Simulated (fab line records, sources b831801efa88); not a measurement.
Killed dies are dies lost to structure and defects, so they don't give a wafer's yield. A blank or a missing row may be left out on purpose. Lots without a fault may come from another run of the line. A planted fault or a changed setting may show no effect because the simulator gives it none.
fab line records | flow gf180mcu
record lots=12 wafers=36 last_day=34
route steps=602 shown PSD@261 NSD@262 M5@536 TOP_METAL@569 PASSIVATION@587
lots that met no fault: from a run of the same line without faults
start_h: hours from the record's first day to the start of the lot's first wafer shown | wait_h: hours since the lot's step before | " the same as in the row above | L1.1+2: a row that stands for several wafers | - no value, or no start given | * or withheld: withheld | < > ~ a bound
route shown NAME@n: a module of which the file shows steps, and the number in the route of the first | usual: mean/standard deviation of fault-free wafers | same: alike in all rows | chamber/n: place in a boat | sites: the reading at each site | _std_site: their standard deviation | _edge_site: outer sites' mean less inner sites' | radius_mm: how far each site lies from the wafer's centre | mask NAME#n: copy n | behind: the tool/chamber that last shaped the wafer | hold: why the lot was held/for how many hours/how that ended | device: the transistor (n, p or np) that didn't switch | end of line: the same wafers' tests at the end of the route | a step without rows: its recipe alone | killed: dies lost to structure and defects at the first sort, not the wafer's yield | map: a wafer's dies, x killed, . not, _ none there
set.NAME: the setting as run; set.NAME@STEP: as run at that earlier step | model.NAME: the simulator's own value behind a step, which no gauge read
steps of the route over a sample of lots; a table a step, a row a wafer
services: from which hour (start_h, from the record's first day; less than 0 if before it) a tool's chamber was out of use, for how many hours, and why
## steps
# step GF_PSD_RTA_13
# recipe temp_c=1025 time_s=20 ambient=N2
# usual lamp_power_pct=30.3/0.62 wafer_temp_C_max=1032.7/2.5
# columns lot.wafer tool chamber start_h wait_h lamp_power_pct wafer_temp_C_max
L185.1 rtp_anneal-02 0 316.15 0.0 30.0 1034.5
L185.2 " 0 " " 30.0 1033.4
L185.3 " 0 " " 30.0 1033.2
L186.1 rtp_anneal-02 0 325.49 0.0 30.0 1033.6
L186.2 " 0 " " 29.9 1032.2
L186.6 " 0 " " 30.0 1035.6
L187.1 rtp_anneal-02 0 332.95 0.0 30.0 1032.4
L187.2 " 0 " " 30.0 1033.6
L187.4 " 0 " " 30.0 1032.8
L195.2 rtp_anneal-02 0 397.74 0.0 30.0 1034.7
L195.3 " 0 " " 30.0 1033.2
L195.4 " 0 " " 30.0 1033.1
L196.1 rtp_anneal-02 0 405.54 0.0 30.0 1032.6
L196.2 " 0 " " 30.0 1032.5
L196.3 " 0 " " 29.9 1034.5
L198.2 rtp_anneal-02 0 419.55 0.0 29.0 1022.6
L198.4 " 0 " " 29.0 1021.6
L198.5 " 0 " " 29.0 1022.8
L199.1 rtp_anneal-02 0 430.92 0.0 29.0 1021.5
L199.2 " 0 " " 29.0 1019.9
L199.5 " 0 " " 29.0 1020.7
L203.1 rtp_anneal-01 0 467.60 0.0 31.5 1027.8
L203.4 " 0 " " 31.5 1028.1
L203.5 " 0 " " 31.5 1027.7
L205.1 rtp_anneal-02 0 486.02 0.0 30.0 1033.3
L205.2 " 0 " " 30.0 1035.7
L205.5 " 0 " " 29.9 1034.1
L206.1 rtp_anneal-02 0 501.29 0.0 30.0 1033.4
L206.4 " 0 " " 30.0 1033.4
L206.5 " 0 " " 30.0 1033.9
L208.1 rtp_anneal-02 0 510.88 0.0 30.0 1033.4
L208.4 " 0 " " 30.0 1034.1
L208.5 " 0 " " 30.0 1034.2
L207.3 rtp_anneal-01 0 513.22 0.0 31.5 1027.8
L207.4 " 0 " " 31.5 1031.0
L207.5 " 0 " " 31.5 1028.2
# step GF_PSD_RS_MEAS_14
# recipe thk_meas_gauge=four-point-probe
# usual NSD_RS=46.16/0.097
# columns lot.wafer tool chamber start_h wait_h NSD_RS[ohm/sq]
L185.1 film_metro-04 - 316.24 0.1 46.13
L185.2 " - " " 46.29
L185.3 " - " " 46.24
L186.1 film_metro-01 - 325.58 0.1 46.24
L186.2 " - " " 46.25
L186.6 " - " " 46.17
L187.1 film_metro-01 - 333.12 0.2 46.15
L187.2 " - " " 46.33
L187.4 " - " " 46.21
L195.2 film_metro-01 - 397.83 0.1 46.17
L195.3 " - " " 46.12
L195.4 " - " " 46.14
L196.1 film_metro-04 - 405.62 0.1 46.14
L196.2 " - " " 46.10
L196.3 " - " " 46.21
L198.2 film_metro-04 - 419.64 0.1 47.79
L198.4 " - " " 47.63
L198.5 " - " " 47.73
L199.1 film_metro-02 - 431.09 0.1 47.77
L199.2 " - " " 47.76
L199.5 " - " " 47.84
L203.1 film_metro-02 - 467.69 0.1 46.10
L203.4 " - " " 46.12
L203.5 " - " " 46.08
L205.1 film_metro-04 - 486.11 0.1 46.09
L205.2 " - " " 46.19
L205.5 " - " " 46.14
L206.1 film_metro-01 - 501.37 0.1 46.18
L206.4 " - " " 46.27
L206.5 " - " " 46.24
L208.1 film_metro-02 - 510.96 0.1 45.94
L208.4 " - " " 45.96
L208.5 " - " " 46.10
L207.3 film_metro-01 - 513.32 0.1 46.27
L207.4 " - " " 46.23
L207.5 " - " " 46.22
# step GF_PSD_RS_MEAS_15
# recipe thk_meas_gauge=four-point-probe
# usual PSD_RS=108.6/0.32
# columns lot.wafer tool chamber start_h wait_h PSD_RS[ohm/sq]
L185.1 film_metro-04 - 316.36 0.1 108.6
L185.2 " - " " 108.7
L185.3 " - " " 108.9
L186.1 film_metro-01 - 325.70 0.1 108.6
L186.2 " - " " 108.3
L186.6 " - " " 108.4
L187.1 film_metro-01 - 333.24 0.1 108.8
L187.2 " - " " 108.8
L187.4 " - " " 108.8
L195.2 film_metro-01 - 397.95 0.1 108.7
L195.3 " - " " 108.9
L195.4 " - " " 108.6
L196.1 film_metro-04 - 405.74 0.1 108.5
L196.2 " - " " 108.7
L196.3 " - " " 109.1
L198.2 film_metro-04 - 419.76 0.1 116.3
L198.4 " - " " 116.4
L198.5 " - " " 116.1
L199.1 film_metro-02 - 431.21 0.1 116.8
L199.2 " - " " 116.6
L199.5 " - " " 116.8
L203.1 film_metro-02 - 467.81 0.1 108.4
L203.4 " - " " 108.6
L203.5 " - " " 108.1
L205.1 film_metro-04 - 486.23 0.1 108.8
L205.2 " - " " 108.9
L205.5 " - " " 108.4
L206.1 film_metro-01 - 501.49 0.1 108.7
L206.4 " - " " 108.7
L206.5 " - " " 108.8
L208.1 film_metro-02 - 511.08 0.1 107.6
L208.4 " - " " 108.0
L208.5 " - " " 108.0
L207.3 film_metro-01 - 513.44 0.1 108.7
L207.4 " - " " 108.7
L207.5 " - " " 108.9
# step GF_M5_METAL_ETCH_10
# recipe chemistry=Cl2/BCl3 mask_material=KrF target_depth_nm=750.8 stop_on=SiO2 pressure_mtorr=8 icp_w=800 bias_w=140 Cl2_flow_sccm=80 bcl3_flow_sccm=40 time_s=125.1
# usual bcl3_flow_sccm=40.03/0.13 drypump_motor_current_A=5.94/0.23 oes_product_au=0.989/0.0088 throttle_valve_pct=28.230/0.012
# columns lot.wafer tool chamber start_h wait_h bcl3_flow_sccm drypump_motor_current_A oes_product_au rf_hours_counter_h throttle_valve_pct
L185.1 rie_metal-03 0 601.45 0.0 40.15 5.98 1.003 14 28.218
L185.2 " 1 " " 39.76 6.01 0.978 12 28.243
L185.3 " 0 " " 40.12 5.96 1.000 - 28.198
L186.1 rie_metal-01 1 613.81 0.0 40.08 6.18 0.986 3 28.225
L186.2 " 1 " " 40.09 6.18 0.994 - 28.235
L186.6 " 1 " " 40.08 6.17 0.987 - 28.231
L187.1 rie_metal-02 1 621.40 0.0 39.87 6.20 0.994 1 28.232
L187.2 " 1 " " 40.05 6.19 0.994 - 28.228
L187.4 " 1 " " 39.99 6.19 0.991 - 28.230
L195.2 rie_metal-03 0 681.56 0.0 39.92 5.95 0.994 2 28.233
L195.3 " 0 " " 39.88 5.96 0.992 - 28.218
L195.4 " 1 " " 40.11 6.04 0.965 - 28.248
L196.1 rie_metal-03 0 684.98 0.0 40.17 5.97 0.997 2 28.239
L196.2 " 1 " " 39.93 6.02 0.974 1 28.248
L196.3 " 0 " " 40.07 6.00 0.992 - 28.213
L198.2 rie_metal-02 1 698.33 0.0 40.13 6.20 0.992 4 28.237
L198.4 " 0 " " 40.15 5.60 0.988 - 28.211
L198.5 " 0 " " 40.19 5.61 0.986 - 28.229
L199.1 rie_metal-01 0 707.06 0.0 40.04 5.65 0.996 3 28.215
L199.2 " 1 " " 40.19 6.15 0.994 7 28.233
L199.5 " 1 " " 39.85 6.14 0.986 - 28.236
L203.1 rie_metal-03 0 734.38 0.0 39.79 5.93 1.002 5 28.222
L203.4 " 1 " " 40.09 6.06 0.968 - 28.243
L203.5 " 1 " " 39.94 6.01 0.978 - 28.245
L205.1 rie_metal-01 1 745.46 0.0 40.22 6.16 0.989 9 28.246
L205.2 " 0 " " 40.30 5.65 0.995 4 28.225
L205.5 " 0 " " 40.17 5.66 0.999 - 28.224
L206.1 rie_metal-01 0 755.30 0.0 40.08 5.67 1.000 5 28.230
L206.4 " 1 " " 40.16 6.14 0.985 - 28.235
L206.5 " 1 " " 40.20 6.15 0.980 - 28.231
L208.1 rie_metal-01 0 765.25 0.0 39.91 5.66 0.993 5 28.238
L208.4 " 0 " " 39.82 5.67 0.996 - 28.203
L208.5 " 0 " " 40.10 5.67 0.998 - 28.215
L207.3 rie_metal-03 1 768.29 0.1 40.06 6.03 0.976 - 28.239
L207.4 " 0 " " 40.03 5.96 0.996 - 28.229
L207.5 " 1 " " 40.02 6.04 0.978 - 28.249
# step GF_TOP_METAL_SPUTTER_02
# recipe material=AlCu target_thk_nm=900 power_w=10600 chamber_pressure_pa=0.3 substrate_temp_c=250 gas=Ar time_s=47.82
# usual throttle_valve_pct=30.1/1.1
# columns lot.wafer tool chamber start_h wait_h throttle_valve_pct
L185.1 pvd_sputter-02 - 625.41 0.0 31.3
L185.2 " - " " 30.7
L185.3 " - " " 30.8
L186.1 pvd_sputter-03 - 637.30 0.0 32.0
L186.2 " - " " 28.5
L186.6 " - " " 30.4
L187.1 pvd_sputter-02 - 644.32 0.0 31.2
L187.2 " - " " 30.6
L187.4 " - " " 30.7
L195.2 pvd_sputter-02 - 702.78 0.0 28.8
L195.3 " - " " 31.2
L195.4 " - " " 29.0
L196.1 pvd_sputter-03 - 706.95 0.0 28.6
L196.2 " - " " 30.8
L196.3 " - " " 28.8
L198.2 pvd_sputter-02 - 720.34 0.0 29.0
L198.4 " - " " 30.5
L198.5 " - " " 28.9
L199.1 pvd_sputter-01 - 728.24 0.0 29.5
L199.2 " - " " 29.9
L199.5 " - " " 30.9
L203.1 pvd_sputter-03 - 754.69 0.0 28.6
L203.4 " - " " 28.8
L203.5 " - " " 30.6
L205.1 pvd_sputter-01 - 764.07 0.0 29.8
L205.2 " - " " 30.9
L205.5 " - " " 31.2
L206.1 pvd_sputter-02 - 774.64 0.0 31.0
L206.4 " - " " 30.0
L206.5 " - " " 29.1
L208.1 pvd_sputter-03 - 783.74 0.0 30.5
L208.4 " - " " 28.6
L208.5 " - " " 28.6
L207.3 pvd_sputter-01 - 786.39 0.0 29.8
L207.4 " - " " 30.7
L207.5 " - " " 30.7
# step GF_PASSIVATION_CVD_00
# recipe material=SiO2 target_thk_nm=1000 precursor=TEOS temp_c=400 time_s=111.95 rf_w=600
# usual heater_power_w=598/80
# columns lot.wafer tool chamber start_h wait_h heater_power_w
L185.1 pecvd-01 1 646.18 0.0 531
L185.2 " 0 " " 729
L185.3 " 2 " " 580
L186.1 pecvd-01 2 658.79 0.0 580
L186.2 " 0 " " 709
L186.6 " 2 " " 445
L187.1 pecvd-03 2 664.80 0.0 638
L187.2 " 0 " " 706
L187.4 " 1 " " 637
L195.2 pecvd-02 2 721.71 0.0 692
L195.3 " 1 " " 695
L195.4 " 1 " " 544
L196.1 pecvd-01 1 725.52 0.0 521
L196.2 " 2 " " 535
L196.3 " 0 " " 707
L198.2 pecvd-01 1 738.75 0.0 460
L198.4 " 0 " " 694
L198.5 " 2 " " 520
L199.1 pecvd-01 0 745.82 0.0 695
L199.2 " 2 " " 472
L199.5 " 2 " " 527
L203.1 pecvd-02 1 770.76 0.0 693
L203.4 " 2 " " 558
L203.5 " 1 " " 550
L205.1 pecvd-03 1 780.46 0.0 603
L205.2 " 2 " " 616
L205.5 " 1 " " 606
L206.1 pecvd-02 2 791.53 0.0 666
L206.4 " 1 " " 678
L206.5 " 2 " " 698
L208.1 pecvd-02 1 799.71 0.0 645
L208.4 " 0 " " 654
L208.5 " 2 " " 563
L207.3 pecvd-01 2 802.41 0.0 566
L207.4 " 2 " " 459
L207.5 " 0 " " 708
## services
# columns tool chamber start_h hours kind
pecvd-02 2 326.31 9.9 repair
rie_metal-01 0 346.85 7.2 repair
pecvd-02 - 362.33 2.8 pm
rie_metal-03 - 398.86 4.3 pm
pvd_sputter-03 - 407.24 5.0 repair
rie_metal-01 0 411.88 8.4 repair
rie_metal-01 - 421.81 0.3 repair
pvd_sputter-02 - 427.91 0.9 repair
rtp_anneal-02 - 446.46 5.2 pm
pvd_sputter-02 - 463.98 2.9 repair
pvd_sputter-02 - 488.11 0.9 repair
pecvd-02 - 502.31 1.0 repair
pvd_sputter-03 - 536.83 2.3 repair
rie_metal-03 0 542.46 2.7 repair
pvd_sputter-03 - 588.24 3.9 repair
pecvd-01 - 589.70 6.0 pm
pecvd-01 - 595.70 14.0 pm
rie_metal-01 0 642.52 14.5 repair
pecvd-01 0 651.38 3.5 repair
pecvd-01 - 660.57 1.6 repair
pvd_sputter-02 - 707.87 1.2 repair
rie_metal-03 1 712.23 5.7 repair
rtp_anneal-02 - 739.68 1.4 repair
pvd_sputter-02 - 794.83 2.7 repair
## key
first_sign step=GF_PSD_RTA_13 reading=wafer_temp_C_max direction=down sigmas=4.5 usual=* struck=*
effect step=GF_PSD_RTA_13 reading=lamp_power_pct direction=down sigmas=2.1 usual=30.3 struck=29.0
effect step=GF_PSD_RS_MEAS_14 reading=NSD_RS direction=up sigmas=16 usual=46.16 struck=47.75
effect step=GF_PSD_RS_MEAS_15 reading=PSD_RS direction=up sigmas=25 usual=108.6 struck=116.5
met_at GF_PSD_RTA_13
struck_lots L198,L199
tester_left_out L198,L199
not_acting_at GF_M5_METAL_ETCH_10,GF_TOP_METAL_SPUTTER_02,GF_PASSIVATION_CVD_00
onset_between 405.54 419.55
fault kind=process_parameter_drift tool=rtp_anneal-02 chamber=- onset_h=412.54 steps=GF_PSD_RTA_13 channel=temp_c offset=* shape=step end_h=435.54 acts_in=* stated=*
# tester_left_out: of these lots the tester's yield and bins aren't shown, on N5 and GAA mostly nor the transistor test; their killed dies are dies lost to structure and defects alone, not to doping, threshold or leakage, so they don't give the yield
